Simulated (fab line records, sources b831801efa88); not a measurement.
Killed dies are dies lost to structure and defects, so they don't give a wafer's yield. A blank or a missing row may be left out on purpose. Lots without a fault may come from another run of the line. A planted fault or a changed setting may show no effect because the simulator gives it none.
Chamber matching | flow sky130 | SKY_VIA1_HDPCVD_00 on hdpcvd-02: 3 sister chambers
The step deposits SiO2, target thk 1030 nm, time 171.7 s. 6 wafers are shown with their chamber, then 8 later ones without.

WAFERS WITH THEIR CHAMBER
wafer  | chamber | run_length_s (s)
L209.2 | 0       | 200.0
L211.1 | 1       | 199.2
L211.3 | 1       | 199.1
L214.2 | 0       | 200.6
L214.3 | 2       | 198.7
L224.2 | 2       | 198.8

WAFERS WITHOUT THEIR CHAMBER
wafer  | run_length_s (s)
L224.3 | 199.9
L224.6 | 199.1
L225.3 | 199.3
L225.4 | 200.5
L225.5 | 198.8
L226.1 | 199.1
L226.3 | 200.4
L226.4 | 198.7

WHICH CHAMBER EACH WENT THROUGH
wafer  | from the rows above     | in truth
L224.3 | can't be placed: 0 or 1 | 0
L224.6 | can't be placed: 1 or 2 | 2
L225.3 | can't be placed: 1 or 2 | 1
L225.4 | 0                       | 0
L225.5 | can't be placed: 2 or 1 | 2
L226.1 | can't be placed: 1 or 2 | 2
L226.3 | 0                       | 0
L226.4 | can't be placed: 2 or 1 | 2
Placed correctly: 2 of 8. Can't be placed from these rows: 6 (the true chamber is among the candidates in 6). Placed wrongly: 0.
How it was worked out, from the rows above alone: a wafer's distance from a chamber is the root of the sum, over the readings, of the square of ((its reading less the chamber's mean) divided by the reading's scatter). The wafer belongs to the nearest chamber; if the next one is less than 2 further off, it can't be placed. A chamber's mean is the mean of its shown wafers. The scatter: the root of (the sum of the squares of (reading less its chamber's mean) over the shown wafers, divided by (wafers less chambers)).
